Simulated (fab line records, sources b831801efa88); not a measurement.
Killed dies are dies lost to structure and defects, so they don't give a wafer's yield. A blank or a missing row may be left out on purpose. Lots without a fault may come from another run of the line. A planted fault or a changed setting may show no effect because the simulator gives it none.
fab line records | flow sky130
record lots=5 wafers=15 last_day=49
route steps=708 shown VIA4@657 METAL5@661 PASSIVATION@681
lots that met no fault: from a run of the same line without faults
start_h: hours from the record's first day to the start of the lot's first wafer shown | wait_h: hours since the lot's step before | " the same as in the row above | L1.1+2: a row that stands for several wafers | - no value, or no start given | * or withheld: withheld | < > ~ a bound
route shown NAME@n: a module of which the file shows steps, and the number in the route of the first | usual: mean/standard deviation of fault-free wafers | same: alike in all rows | chamber/n: place in a boat | sites: the reading at each site | _std_site: their standard deviation | _edge_site: outer sites' mean less inner sites' | radius_mm: how far each site lies from the wafer's centre | mask NAME#n: copy n | behind: the tool/chamber that last shaped the wafer | hold: why the lot was held/for how many hours/how that ended | device: the transistor (n, p or np) that didn't switch | end of line: the same wafers' tests at the end of the route | a step without rows: its recipe alone | killed: dies lost to structure and defects at the first sort, not the wafer's yield | map: a wafer's dies, x killed, . not, _ none there
set.NAME: the setting as run; set.NAME@STEP: as run at that earlier step | model.NAME: the simulator's own value behind a step, which no gauge read
lots at some steps of the route; a table a step, a row a wafer
services: from which hour (start_h, from the record's first day; less than 0 if before it) a tool's chamber was out of use, for how many hours, and why
## steps
# step SKY_VIA4_CVD_18
# recipe material=W target_thk_nm=505 time_s=152.14 temp_c=400 pressure_torr=40
# usual heater_power_w=769/29
# columns lot.wafer tool chamber start_h wait_h heater_power_w
L074.1 cvd_w-01 0 994.32 0.0 778
L074.5 " 1 " " 758
L074.6 " 0 " " 789
L075.1 cvd_w-01 0 1005.33 0.0 775
L075.4 " 0 " " 766
L075.5 " 1 " " 764
L082.2 cvd_w-02 0 1055.94 0.0 804
L082.3 " 0 " " 796
L082.5 " 0 " " 794
L088.2 cvd_w-02 1 1095.39 0.0 741
L088.3 " 1 " " 724
L088.5 " 1 " " 734
L094.3 cvd_w-01 0 1130.32 0.1 778
L094.5 " 0 " " 798
L094.6 " 1 " " 743
# step SKY_VIA4_RS_MEAS_19
# recipe thk_meas_gauge=four-point-probe reads=W_of_VIA4_CVD_18+TiN_of_VIA4_SPUTTER_17
# usual VIA4_W_RS=0.2285/0.0021
# columns lot.wafer tool chamber start_h wait_h VIA4_W_RS[ohm/sq]
L074.1 film_metro-03 - 994.47 0.1 0.2288
L074.5 " - " " 0.2293
L074.6 " - " " 0.2289
L075.1 film_metro-01 - 1005.48 0.1 0.2277
L075.4 " - " " 0.2251
L075.5 " - " " 0.2322
L082.2 film_metro-01 - 1056.11 0.1 0.2245
L082.3 " - " " 0.2254
L082.5 " - " " 0.2250
L088.2 film_metro-01 - 1095.56 0.1 0.2283
L088.3 " - " " 0.2286
L088.5 " - " " 0.2276
L094.3 film_metro-02 - 1130.46 0.1 0.2292
L094.5 " - " " 0.2284
L094.6 " - " " 0.2289
# step SKY_VIA4_THK_MEAS_20
# recipe thk_meas_gauge=xrf reads=W_of_VIA4_CVD_18
# usual VIA4_W_THK=508/6.1
# columns lot.wafer tool chamber start_h wait_h VIA4_W_THK[nm]
L074.1 film_metro-03 - 994.59 0.1 509
L074.5 " - " " 509
L074.6 " - " " 504
L075.1 film_metro-01 - 1005.60 0.1 511
L075.4 " - " " 517
L075.5 " - " " 501
L082.2 film_metro-01 - 1056.22 0.1 513
L082.3 " - " " 510
L082.5 " - " " 513
L088.2 film_metro-01 - 1095.67 0.1 505
L088.3 " - " " 506
L088.5 " - " " 509
L094.3 film_metro-02 - 1130.56 0.1 499
L094.5 " - " " 503
L094.6 " - " " 503
# step SKY_VIA4_CMP_21
# recipe stop_on=SiO2 t_overpolish_s=25 down_force_psi=3.5 platen_rpm=60 target_thk_nm=0 pad_velocity_m_s=0.94248
# usual head_pressure_psi=3.501/0.0078 motor_current_A=11.6/1.4 overpolish_run_s=24.999/0.0089 retaining_ring_pressure_frac=1.001/0.0044 slurry_filter_dp_kPa=13.50/0.14 time_to_endpoint_s=119/5.6
# columns lot.wafer tool chamber start_h wait_h head_pressure_psi motor_current_A overpolish_run_s retaining_ring_pressure_frac slurry_filter_dp_kPa time_to_endpoint_s
L074.1 cmp-02 0 994.70 0.1 3.499 10.5 25.015 0.993 13.51 127
L074.6 " 3 " " 3.499 11.3 25.000 1.000 13.52 115
L074.5 " 0 " " 3.499 11.1 25.011 0.998 13.58 130
L075.4 cmp-02 1 1005.71 0.1 3.497 10.8 24.998 1.012 13.31 123
L075.1 " 2 " " 3.488 12.9 24.994 0.997 13.61 129
L075.5 " 1 " " 3.486 11.0 25.005 1.010 13.26 117
L082.3 cmp-01 3 1056.32 0.1 3.505 15.3 25.005 1.003 13.41 119
L082.2 " 0 " " 3.500 11.0 24.994 1.005 13.39 111
L082.5 " 2 " " 3.516 10.2 25.002 1.001 13.57 116
L088.2 cmp-02 2 1096.77 1.1 3.488 11.7 24.998 1.008 13.60 121
L088.3 " 3 " " 3.505 11.6 25.006 1.001 13.73 115
L088.5 " 3 " " 3.509 11.7 24.999 1.006 13.43 115
L094.3 cmp-02 0 1130.92 0.3 3.500 11.7 24.995 0.997 13.57 124
L094.6 " 3 " " 3.501 11.7 24.997 0.999 13.56 117
L094.5 " 0 " " 3.518 11.0 24.979 1.004 13.46 126
# step SKY_METAL5_SPUTTER_00
# recipe material=Ti target_thk_nm=15 power_w=3000 time_s=10 chamber_pressure_pa=0.4
# usual throttle_valve_pct=30.0/1.2
# columns lot.wafer tool chamber start_h wait_h throttle_valve_pct
L074.1 pvd_sputter-04 - 994.95 0.2 29.4
L074.5 " - " " 28.4
L074.6 " - " " 32.1
L075.1 pvd_sputter-04 - 1005.96 0.1 32.4
L075.4 " - " " 31.9
L075.5 " - " " 29.2
L082.2 pvd_sputter-03 - 1056.57 0.1 31.1
L082.3 " - " " 29.0
L082.5 " - " " 30.6
L088.2 pvd_sputter-04 - 1097.07 0.2 28.4
L088.3 " - " " 29.6
L088.5 " - " " 29.4
L094.3 pvd_sputter-03 - 1131.17 0.2 30.9
L094.5 " - " " 29.1
L094.6 " - " " 30.4
# step SKY_METAL5_SPUTTER_01
# recipe material=TiN target_thk_nm=20 power_w=6500 time_s=16.7 chamber_pressure_pa=0.4
# usual throttle_valve_pct=30.0/1.2
# columns lot.wafer tool chamber start_h wait_h throttle_valve_pct
L074.1 pvd_sputter-04 - 994.97 0.0 29.5
L074.5 " - " " 28.2
L074.6 " - " " 32.2
L075.1 pvd_sputter-04 - 1005.98 0.0 32.1
L075.4 " - " " 32.0
L075.5 " - " " 29.3
L082.2 pvd_sputter-03 - 1056.60 0.0 30.9
L082.3 " - " " 28.8
L082.5 " - " " 30.8
L088.2 pvd_sputter-04 - 1097.09 0.0 28.1
L088.3 " - " " 29.4
L088.5 " - " " 29.1
L094.3 pvd_sputter-03 - 1131.19 0.0 31.1
L094.5 " - " " 28.9
L094.6 " - " " 30.4
# step SKY_METAL5_SPUTTER_02
# recipe material=AlCu target_thk_nm=1150 power_w=10600 time_s=61.2 chamber_pressure_pa=0.4
# usual throttle_valve_pct=30.0/1.2
# columns lot.wafer tool chamber start_h wait_h throttle_valve_pct
L074.1 pvd_sputter-04 - 995.00 0.0 29.6
L074.5 " - " " 28.4
L074.6 " - " " 32.1
L075.1 pvd_sputter-04 - 1006.01 0.0 32.0
L075.4 " - " " 32.2
L075.5 " - " " 29.4
L082.2 pvd_sputter-03 - 1056.62 0.0 30.6
L082.3 " - " " 28.8
L082.5 " - " " 30.7
L088.2 pvd_sputter-04 - 1097.12 0.0 28.4
L088.3 " - " " 29.4
L088.5 " - " " 29.5
L094.3 pvd_sputter-03 - 1131.22 0.0 31.0
L094.5 " - " " 29.1
L094.6 " - " " 30.8
# step SKY_METAL5_SPUTTER_03
# recipe material=Ti target_thk_nm=5 power_w=3000 time_s=3.19 chamber_pressure_pa=0.4
# usual throttle_valve_pct=30.0/1.2
# columns lot.wafer tool chamber start_h wait_h throttle_valve_pct
L074.1 pvd_sputter-04 - 995.05 0.0 29.5
L074.5 " - " " 28.1
L074.6 " - " " 32.1
L075.1 pvd_sputter-04 - 1006.06 0.0 32.5
L075.4 " - " " 32.4
L075.5 " - " " 29.7
L082.2 pvd_sputter-03 - 1056.67 0.0 30.9
L082.3 " - " " 29.0
L082.5 " - " " 30.5
L088.2 pvd_sputter-04 - 1097.17 0.0 28.2
L088.3 " - " " 29.3
L088.5 " - " " 29.6
L094.3 pvd_sputter-03 - 1131.27 0.0 30.9
L094.5 " - " " 29.1
L094.6 " - " " 30.9
# step SKY_METAL5_SPUTTER_04
# recipe material=TiN target_thk_nm=70 power_w=6500 time_s=58.3 chamber_pressure_pa=0.4
# usual throttle_valve_pct=29.9/1.2
# columns lot.wafer tool chamber start_h wait_h throttle_valve_pct
L074.1 pvd_sputter-04 - 995.07 0.0 29.3
L074.5 " - " " 27.9
L074.6 " - " " 32.2
L075.1 pvd_sputter-04 - 1006.08 0.0 32.5
L075.4 " - " " 32.0
L075.5 " - " " 29.5
L082.2 pvd_sputter-03 - 1056.69 0.0 30.8
L082.3 " - " " 28.9
L082.5 " - " " 30.9
L088.2 pvd_sputter-04 - 1097.19 0.0 28.1
L088.3 " - " " 29.5
L088.5 " - " " 29.4
L094.3 pvd_sputter-03 - 1131.28 0.0 30.6
L094.5 " - " " 29.2
L094.6 " - " " 30.4
# step SKY_METAL5_RS_MEAS_05
# recipe thk_meas_gauge=four-point-probe reads=TiN_of_METAL5_SPUTTER_04+Ti_of_METAL5_SPUTTER_03+AlCu_of_METAL5_SPUTTER_02+TiN_of_METAL5_SPUTTER_01+Ti_of_METAL5_SPUTTER_00
# usual METAL5_ALCU_RS=0.0269/0.00032
# columns lot.wafer tool chamber start_h wait_h METAL5_ALCU_RS[ohm/sq]
L074.1 film_metro-04 - 995.12 0.0 0.0274
L074.5 " - " " 0.0273
L074.6 " - " " 0.0272
L075.1 film_metro-03 - 1006.13 0.0 0.0274
L075.4 " - " " 0.0272
L075.5 " - " " 0.0276
L082.2 film_metro-01 - 1056.76 0.0 0.0271
L082.3 " - " " 0.0272
L082.5 " - " " 0.0271
L088.2 film_metro-04 - 1097.26 0.0 0.0267
L088.3 " - " " 0.0267
L088.5 " - " " 0.0270
L094.3 film_metro-01 - 1131.37 0.1 0.0268
L094.5 " - " " 0.0270
L094.6 " - " " 0.0268
# step SKY_METAL5_THK_MEAS_06
# recipe thk_meas_gauge=xrf reads=AlCu_of_METAL5_SPUTTER_02
# usual METAL5_ALCU_THK=1168/18
# columns lot.wafer tool chamber start_h wait_h METAL5_ALCU_THK[nm]
L074.1 film_metro-04 - 995.24 0.1 1162
L074.5 " - " " 1170
L074.6 " - " " 1170
L075.1 film_metro-03 - 1006.25 0.1 1136
L075.4 " - " " 1146
L075.5 " - " " 1128
L082.2 film_metro-01 - 1056.87 0.1 1161
L082.3 " - " " 1153
L082.5 " - " " 1167
L088.2 film_metro-04 - 1097.37 0.1 1192
L088.3 " - " " 1183
L088.5 " - " " 1175
L094.3 film_metro-01 - 1131.47 0.1 1176
L094.5 " - " " 1168
L094.6 " - " " 1176
# step SKY_METAL5_DEHYDRATE_07
# recipe temp_c=200 time_s=60
# usual plate_temp_C=200.01/0.17
# columns lot.wafer tool chamber start_h wait_h plate_temp_C
L074.1 litho_track-04 0 1005.87 10.6 199.94
L074.5 " 0 " " 200.20
L074.6 " 0 " " 200.11
L075.1 litho_track-02 0 1017.26 11.0 200.06
L075.4 " 0 " " 199.75
L075.5 " 0 " " 199.80
L082.2 litho_track-02 0 1067.04 10.2 200.24
L082.3 " 0 " " 200.30
L082.5 " 0 " " 200.08
L088.2 litho_track-02 0 1106.84 9.5 200.02
L088.3 " 0 " " 199.73
L088.5 " 0 " " 199.77
L094.3 litho_track-02 0 1139.51 8.0 199.86
L094.5 " 0 " " 199.89
L094.6 " 0 " " 200.04
# step SKY_METAL5_HMDS_08
# recipe prime_time_s=60 prime_temp_c=120
# columns lot.wafer tool chamber start_h wait_h
L074.1+5+6 litho_track-04 0 1006.02 0.1
L075.1+4+5 litho_track-02 0 1017.41 0.1
L082.2+3+5 litho_track-02 0 1067.19 0.1
L088.2+3+5 litho_track-02 0 1106.99 0.1
L094.3+5+6 litho_track-02 0 1139.66 0.1
# step SKY_METAL5_COAT_09
# recipe resist=NOVOLAK spin_rpm=3000 resist_thk_nm=1800
# columns lot.wafer tool chamber start_h wait_h
L074.1+5+6 litho_track-04 0 1006.17 0.1
L075.1+4+5 litho_track-02 0 1017.56 0.1
L082.2+3+5 litho_track-02 0 1067.34 0.1
L088.2+3+5 litho_track-02 0 1107.14 0.1
L094.3+5+6 litho_track-02 0 1139.81 0.1
# step SKY_METAL5_SOFTBAKE_10
# recipe temp_c=90 time_s=60 resist=NOVOLAK
# usual plate_temp_C=90.02/0.11
# columns lot.wafer tool chamber start_h wait_h plate_temp_C
L074.1 litho_track-04 0 1006.32 0.1 89.91
L074.5 " 0 " " 89.94
L074.6 " 0 " " 89.89
L075.1 litho_track-02 0 1017.71 0.1 89.86
L075.4 " 0 " " 90.10
L075.5 " 0 " " 90.16
L082.2 litho_track-02 0 1067.49 0.1 90.00
L082.3 " 0 " " 90.00
L082.5 " 0 " " 89.86
L088.2 litho_track-02 0 1107.29 0.1 89.93
L088.3 " 0 " " 90.08
L088.5 " 0 " " 90.08
L094.3 litho_track-02 0 1139.96 0.1 90.13
L094.5 " 0 " " 90.01
L094.6 " 0 " " 90.06
# step SKY_METAL5_EXPOSE_11
# recipe mask_id=MM5 na=0.6 source_shape=conventional sigma_outer=0.6 polarization=unpolarized target_cd_nm=1600 dose_mj=190
# usual exposure_dose_mJ_cm2=190.00/0.21 reticle_temp_C=22.98/0.11
# same na=0.6
# columns lot.wafer tool chamber start_h wait_h mask exposure_dose_mJ_cm2 reticle_temp_C
L074.1 iline_stepper-02 0 - - MM5#0 190.08 23.07
L074.5 " 0 " " MM5#0 189.88 23.01
L074.6 " 0 " " MM5#0 189.97 23.01
L075.1 iline_stepper-01 0 - - MM5#0 190.19 22.92
L075.4 " 0 " " MM5#0 189.62 22.92
L075.5 " 0 " " MM5#0 189.73 23.11
L082.2 iline_stepper-02 0 - - MM5#0 190.00 22.94
L082.3 " 0 " " MM5#0 189.81 23.06
L082.5 " 0 " " MM5#0 190.05 23.13
L088.2 iline_stepper-02 0 - - MM5#0 189.58 22.96
L088.3 " 0 " " MM5#0 189.66 22.84
L088.5 " 0 " " MM5#0 189.85 22.84
L094.3 iline_stepper-01 0 - - MM5#0 189.55 22.95
L094.5 " 0 " " MM5#0 189.70 22.94
L094.6 " 0 " " MM5#0 189.66 23.09
# step SKY_METAL5_PEB_12
# recipe temp_c=withheld time_s=* resist=NOVOLAK
# columns lot.wafer tool chamber start_h wait_h
L074.1+5+6 litho_track-04 0 - -
L075.1+4+5 litho_track-03 0 - -
L082.2+3+5 litho_track-03 0 - -
L088.2+3+5 litho_track-03 0 - -
L094.3+5+6 litho_track-02 0 - -
# step SKY_METAL5_DEVELOP_13
# recipe resist=NOVOLAK developer=TMAH develop_time_s=60 dev_temp_c=23
# columns lot.wafer tool chamber start_h wait_h
L074.1+5+6 litho_track-04 0 1017.62 0.1
L075.1+4+5 litho_track-03 0 1028.36 0.1
L082.2+3+5 litho_track-03 0 1077.59 0.1
L088.2+3+5 litho_track-03 0 1116.44 0.1
L094.3+5+6 litho_track-02 0 1148.81 0.1
# step SKY_METAL5_DESCUM_14
# recipe chemistry=O2 source_power_w=150 bias_power_w=0 pressure_mtorr=10 temp_c=40 time_s=11
# usual drypump_motor_current_A=5.56/0.25 oes_product_au=1.006/0.0096 rf_fwd_power_W=147.4/0.88
# columns lot.wafer tool chamber start_h wait_h drypump_motor_current_A oes_product_au rf_fwd_power_W rf_hours_counter_h
L074.1 rie_metal-02 1 1017.77 0.1 5.62 1.011 147.9 19
L074.5 " 1 " " 5.58 0.995 147.8 -
L074.6 " 0 " " 5.28 0.990 148.7 -
L075.1 rie_metal-03 1 1028.51 0.1 5.78 1.007 147.9 17
L075.4 " 1 " " 5.82 0.999 147.7 -
L075.5 " 1 " " 5.79 1.010 147.3 -
L082.2 rie_metal-03 1 1077.71 0.1 5.76 1.008 147.1 20
L082.3 " 0 " " 5.57 1.025 145.9 -
L082.5 " 0 " " 5.56 1.021 146.4 -
L088.2 rie_metal-04 0 1116.56 0.1 5.77 1.006 146.2 6
L088.3 " 0 " " 5.77 1.006 145.5 -
L088.5 " 1 " " 5.17 0.998 147.3 -
L094.3 rie_metal-04 1 1148.92 0.1 5.17 1.003 148.5 -
L094.5 " 0 " " 5.77 1.004 145.9 -
L094.6 " 1 " " 5.18 1.008 149.1 -
# step SKY_METAL5_METAL_ETCH_15
# recipe target_depth_a=12600 stop_on=SiO2 over_etch_frac=0.2 time_s=252 chemistry=Cl2/BCl3 resist_sidewall_deg=86 pressure_mtorr=10 icp_w=900 bias_w=48.5 Cl2_flow_sccm=60 bcl3_flow_sccm=30
# usual drypump_motor_current_A=5.56/0.25 oes_product_au=0.895/0.0049 rf_fwd_power_W=897.6/2.8 throttle_valve_pct=22.264/0.0082
# columns lot.wafer tool chamber start_h wait_h drypump_motor_current_A oes_product_au rf_fwd_power_W rf_hours_counter_h throttle_valve_pct
L074.1 rie_metal-02 1 1017.81 0.0 5.63 0.894 897.2 19 22.254
L074.5 " 1 " " 5.64 0.890 898.0 - 22.270
L074.6 " 0 " " 5.26 0.893 898.4 - 22.262
L075.1 rie_metal-03 1 1028.55 0.0 5.78 0.900 897.6 17 22.263
L075.4 " 1 " " 5.78 0.897 895.9 - 22.265
L075.5 " 1 " " 5.78 0.886 896.8 - 22.260
L082.2 rie_metal-03 1 1077.75 0.0 5.81 0.897 901.5 20 22.266
L082.3 " 0 " " 5.54 0.888 897.1 - 22.265
L082.5 " 0 " " 5.58 0.898 897.1 - 22.264
L088.2 rie_metal-04 0 1116.60 0.0 5.76 0.888 892.9 6 22.253
L088.3 " 0 " " 5.74 0.899 893.9 - 22.257
L088.5 " 1 " " 5.18 0.892 901.0 - 22.270
L094.3 rie_metal-04 1 1149.02 0.1 5.17 0.895 897.1 - 22.260
L094.5 " 0 " " 5.78 0.890 900.9 - 22.269
L094.6 " 1 " " 5.18 0.903 896.9 - 22.272
# step SKY_METAL5_STRIP_16
# recipe chemistry=O2/N2 power_w=1400 pressure_mtorr=1500 platen_temp_c=withheld o2_flow_sccm=3000 n2_flow_sccm=300 overash_fraction=0.5
# usual drypump_motor_current_A=5.9/0.47 oes_product_au=0.710/0.0045 strip_time_to_endpoint_s=12.99/0.13
# columns lot.wafer tool chamber start_h wait_h drypump_motor_current_A oes_product_au rf_hours_counter_h strip_time_to_endpoint_s
L074.1 plasma_asher-03 0 1018.04 0.2 6.2 0.711 27 12.93
L074.5 " 1 " " 6.2 0.701 - 13.04
L074.6 " 0 " " 6.2 0.702 - 13.20
L075.1 plasma_asher-04 1 1028.78 0.2 6.4 0.716 112 13.17
L075.4 " 0 " " 5.8 0.708 - 13.12
L075.5 " 0 " " 5.8 0.713 - 13.11
L082.2 plasma_asher-03 1 1077.98 0.2 6.2 0.706 34 12.96
L082.3 " 1 " " 6.2 0.712 - 12.89
L082.5 " 1 " " 6.3 0.713 - 12.85
L088.2 plasma_asher-04 0 1116.83 0.2 5.8 0.716 6 12.88
L088.3 " 1 " " 6.4 0.706 - 12.97
L088.5 " 0 " " 5.8 0.715 - 13.12
L094.3 plasma_asher-01 1 1149.21 0.1 4.9 0.709 - 12.93
L094.5 " 1 " " 4.9 0.722 - 12.88
L094.6 " 0 " " 5.8 0.714 - 12.95
# step SKY_METAL5_STRIP_17
# recipe chemistry=post_etch_residue_remover time_s=1200 temp_c=72.5
# columns lot.wafer tool chamber start_h wait_h
L074.1+5+6 wet_bench-04 0 1018.14 0.1
L075.1+4+5 wet_bench-02 0 1028.88 0.1
L082.2+3+5 wet_bench-02 3 1078.08 0.1
L088.2+3+5 wet_bench-02 2 1116.93 0.1
L094.3+5+6 wet_bench-04 3 1149.31 0.1
# step SKY_METAL5_CLEAN_18
# recipe chemistry=IPA time_s=180 temp_c=25
# columns lot.wafer tool chamber start_h wait_h
L074.1+5+6 wet_bench-02 0 1018.48 0.0
L075.1+4+5 wet_bench-04 0 1029.22 0.0
L082.2+3+5 wet_bench-04 2 1078.42 0.0
L088.2+3+5 wet_bench-04 0 1117.27 0.0
L094.3+5+6 wet_bench-04 0 1149.65 0.0
# step SKY_METAL5_CLEAN_19
# recipe chemistry=O3/DIW dry=n2_spin
# columns lot.wafer tool chamber start_h wait_h
L074.1+5+6 wet_bench-03 2 1018.55 0.0
L075.1+4+5 wet_bench-02 1 1029.28 0.0
L082.2+3+5 wet_bench-02 3 1078.48 0.0
L088.2+3+5 wet_bench-02 0 1117.34 0.0
L094.3+5+6 wet_bench-04 0 1149.71 0.0
# step SKY_PASSIVATION_CVD_00
# recipe material=SiO2 target_thk_nm=90 temp_c=400 time_s=withheld rf_w=600
# usual heater_power_w=635/130 rf_fwd_power_W=586.0/2.2
# columns lot.wafer tool chamber start_h wait_h heater_power_w rf_fwd_power_W
L074.1 pecvd-03 0 1018.65 0.0 696 586.9
L074.5 " 0 " " 686 589.9
L074.6 " 2 " " 570 587.3
L075.1 pecvd-04 2 1029.37 0.0 542 585.6
L075.4 " 2 " " 513 588.3
L075.5 " 1 " " 635 586.2
L082.2 pecvd-04 0 1078.57 0.0 668 586.1
L082.3 " 2 " " 451 589.3
L082.5 " 2 " " 466 590.0
L088.2 pecvd-04 1 1117.43 0.0 675 585.8
L088.3 " 0 " " 704 585.5
L088.5 " 2 " " 572 585.6
L094.3 pecvd-02 1 1149.80 0.0 505 585.9
L094.5 " 2 " " 620 584.9
L094.6 " 0 " " 925 589.8
# step SKY_PASSIVATION_THK_MEAS_01
# recipe reads=SiO2_of_PASSIVATION_CVD_00
# usual PASSIVATION_CVD_00_THK=90.2/1.2
# columns lot.wafer tool chamber start_h wait_h PASSIVATION_CVD_00_THK[nm]
L074.1 film_metro-03 - 1018.68 - 88.9
L074.5 " - " " 89.9
L074.6 " - " " 91.5
L075.1 film_metro-04 - 1029.40 - 88.2
L075.4 " - " " 88.9
L075.5 " - " " 89.0
L082.2 film_metro-03 - 1078.61 - 88.8
L082.3 " - " " 89.9
L082.5 " - " " 90.1
L088.2 film_metro-03 - 1117.46 - 89.1
L088.3 " - " " 88.7
L088.5 " - " " 90.7
L094.3 film_metro-03 - 1149.84 - 91.6
L094.5 " - " " 91.3
L094.6 " - " " 91.9
# step SKY_PASSIVATION_CVD_02
# recipe material=Si3N4 target_thk_nm=540 temp_c=400 time_s=withheld rf_w=450
# usual heater_power_w=685/100 rf_fwd_power_W=448.9/1.4
# columns lot.wafer tool chamber start_h wait_h heater_power_w rf_fwd_power_W
L074.1 pecvd-02 1 1018.74 0.1 564 450.0
L074.5 " 0 " " 811 452.3
L074.6 " 1 " " 584 448.4
L075.1 pecvd-03 2 1029.46 0.1 719 448.7
L075.4 " 1 " " 733 449.4
L075.5 " 2 " " 718 447.6
L082.2 pecvd-02 0 1078.66 0.0 956 449.1
L082.3 " 1 " " 509 448.3
L082.5 " 2 " " 677 445.8
L088.2 pecvd-03 2 1117.51 0.0 746 451.6
L088.3 " 0 " " 745 449.6
L088.5 " 2 " " 588 449.0
L094.3 pecvd-03 2 1149.88 0.0 710 449.8
L094.5 " 2 " " 738 448.8
L094.6 " 1 " " 621 448.7
# step SKY_PASSIVATION_THK_MEAS_03
# recipe reads=Si3N4_of_PASSIVATION_CVD_02
# usual PASSIVATION_CVD_02_THK=537/7.8
# columns lot.wafer tool chamber start_h wait_h PASSIVATION_CVD_02_THK[nm]
L074.1 film_metro-04 - 1018.97 - 531
L074.5 " - " " 534
L074.6 " - " " 543
L075.1 film_metro-04 - 1029.68 - 531
L075.4 " - " " 542
L075.5 " - " " 541
L082.2 film_metro-04 - 1078.89 - 536
L082.3 " - " " 543
L082.5 " - " " 545
L088.2 film_metro-03 - 1117.75 - 522
L088.3 " - " " 522
L088.5 " - " " 533
L094.3 film_metro-04 - 1150.13 - 535
L094.5 " - " " 535
L094.6 " - " " 549
# step SKY_PASSIVATION_DEHYDRATE_04
# recipe temp_c=200 time_s=60
# usual plate_temp_C=199.99/0.17
# columns lot.wafer tool chamber start_h wait_h plate_temp_C
L074.1 litho_track-03 0 1029.16 10.2 200.15
L074.5 " 0 " " 200.12
L074.6 " 0 " " 200.02
L075.1 litho_track-01 0 1040.87 11.2 200.03
L075.4 " 0 " " 199.93
L075.5 " 0 " " 199.86
L082.2 litho_track-04 0 1088.30 9.4 200.20
L082.3 " 0 " " 200.00
L082.5 " 0 " " 200.17
L088.2 litho_track-01 0 1127.14 9.4 200.05
L088.3 " 0 " " 199.86
L088.5 " 0 " " 199.87
L094.3 litho_track-03 0 1158.06 7.9 199.92
L094.5 " 0 " " 200.19
L094.6 " 0 " " 199.87
# step SKY_PASSIVATION_HMDS_05
# recipe prime_time_s=60 prime_temp_c=120
# columns lot.wafer tool chamber start_h wait_h
L074.1+5+6 litho_track-03 0 1029.31 0.1
L075.1+4+5 litho_track-01 0 1041.02 0.1
L082.2+3+5 litho_track-04 0 1088.45 0.1
L088.2+3+5 litho_track-01 0 1127.29 0.1
L094.3+5+6 litho_track-03 0 1158.21 0.1
# step SKY_PASSIVATION_COAT_06
# recipe spin_rpm=2000 resist_thk_nm=3000
# columns lot.wafer tool chamber start_h wait_h
L074.1+5+6 litho_track-03 0 1029.46 0.1
L075.1+4+5 litho_track-01 0 1041.17 0.1
L082.2+3+5 litho_track-04 0 1088.60 0.1
L088.2+3+5 litho_track-01 0 1127.44 0.1
L094.3+5+6 litho_track-03 0 1158.36 0.1
# step SKY_PASSIVATION_SOFTBAKE_07
# recipe temp_c=110 time_s=withheld
# usual plate_temp_C=110.01/0.14
# columns lot.wafer tool chamber start_h wait_h plate_temp_C
L074.1 litho_track-03 0 1029.61 0.1 109.75
L074.5 " 0 " " 110.00
L074.6 " 0 " " 109.92
L075.1 litho_track-01 0 1041.32 0.1 110.18
L075.4 " 0 " " 110.17
L075.5 " 0 " " 110.04
L082.2 litho_track-04 0 1088.76 0.1 110.12
L082.3 " 0 " " 110.20
L082.5 " 0 " " 110.08
L088.2 litho_track-01 0 1127.60 0.1 109.97
L088.3 " 0 " " 110.18
L088.5 " 0 " " 110.04
L094.3 litho_track-03 0 1158.53 0.1 110.40
L094.5 " 0 " " 110.31
L094.6 " 0 " " 110.09
# step SKY_PASSIVATION_EXPOSE_08
# recipe mask_id=NSM target_cd_nm=3000 na=0.57 dose_mj=260
# usual exposure_dose_mJ_cm2=259.99/0.27 reticle_temp_C=22.99/0.1
# same na=0.57
# columns lot.wafer tool chamber start_h wait_h mask exposure_dose_mJ_cm2 reticle_temp_C
L074.1 iline_stepper-01 0 - - NSM#0 259.95 23.20
L074.5 " 0 " " NSM#0 259.53 23.18
L074.6 " 0 " " NSM#0 259.91 23.09
L075.1 iline_stepper-02 0 - - NSM#0 260.05 23.12
L075.4 " 0 " " NSM#0 259.95 22.87
L075.5 " 0 " " NSM#0 260.14 22.91
L082.2 iline_stepper-01 0 - - NSM#0 259.80 22.95
L082.3 " 0 " " NSM#0 259.52 22.91
L082.5 " 0 " " NSM#0 260.00 22.91
L088.2 iline_stepper-02 0 - - NSM#0 260.58 22.94
L088.3 " 0 " " NSM#0 260.45 23.00
L088.5 " 0 " " NSM#0 260.12 22.90
L094.3 iline_stepper-01 0 - - NSM#0 260.16 23.08
L094.5 " 0 " " NSM#0 260.04 23.03
L094.6 " 0 " " NSM#0 260.16 23.01
# step SKY_PASSIVATION_PEB_09
# recipe temp_c=115 time_s=withheld
# usual plate_temp_C=115.03/0.14
# columns lot.wafer tool chamber start_h wait_h plate_temp_C
L074.1 litho_track-01 0 - - 115.11
L074.5 " 0 " " 115.26
L074.6 " 0 " " 115.10
L075.1 litho_track-04 0 - - 115.14
L075.4 " 0 " " 115.08
L075.5 " 0 " " 115.05
L082.2 litho_track-03 0 - - 114.72
L082.3 " 0 " " 114.94
L082.5 " 0 " " 114.82
L088.2 litho_track-01 0 - - 115.01
L088.3 " 0 " " 115.14
L088.5 " 0 " " 115.04
L094.3 litho_track-03 0 - - 114.92
L094.5 " 0 " " 115.11
L094.6 " 0 " " 115.03
# step SKY_PASSIVATION_DEVELOP_10
# recipe develop_time_s=60 dev_temp_c=23
# columns lot.wafer tool chamber start_h wait_h
L074.1+5+6 litho_track-01 0 - -
L075.1+4+5 litho_track-04 0 - -
L082.2+3+5 litho_track-03 0 - -
L088.2+3+5 litho_track-01 0 - -
L094.3+5+6 litho_track-03 0 - -
## services
# columns tool chamber start_h hours kind
rie_metal-03 1 971.58 15.1 repair
pecvd-04 - 974.54 0.6 repair
rie_metal-04 - 975.46 55.4 repair
cvd_w-01 0 977.90 3.7 repair
pecvd-02 - 978.07 0.8 pm
pvd_sputter-03 - 987.66 2.1 repair
cmp-02 - 989.56 0.9 repair
pecvd-02 0 1031.55 5.7 repair
iline_stepper-01 - 1039.91 6.5 repair
pecvd-03 - 1044.27 0.6 repair
cmp-02 - 1048.19 5.5 pm
pecvd-03 - 1058.08 1.3 repair
pvd_sputter-03 - 1060.25 1.5 repair
pecvd-03 - 1074.40 1.7 repair
cmp-02 - 1084.19 4.0 pm
iline_stepper-01 - 1086.78 1.7 pm
iline_stepper-01 - 1107.74 11.7 repair
pecvd-03 - 1110.33 2.5 repair
pvd_sputter-03 - 1128.99 1.2 repair
pecvd-03 - 1131.20 1.4 repair
pecvd-04 - 1146.04 1.4 repair
cmp-02 - 1154.32 3.3 repair
iline_stepper-02 - 1155.54 2.1 pm
cmp-02 - 1167.17 12.9 repair
## key
fault none
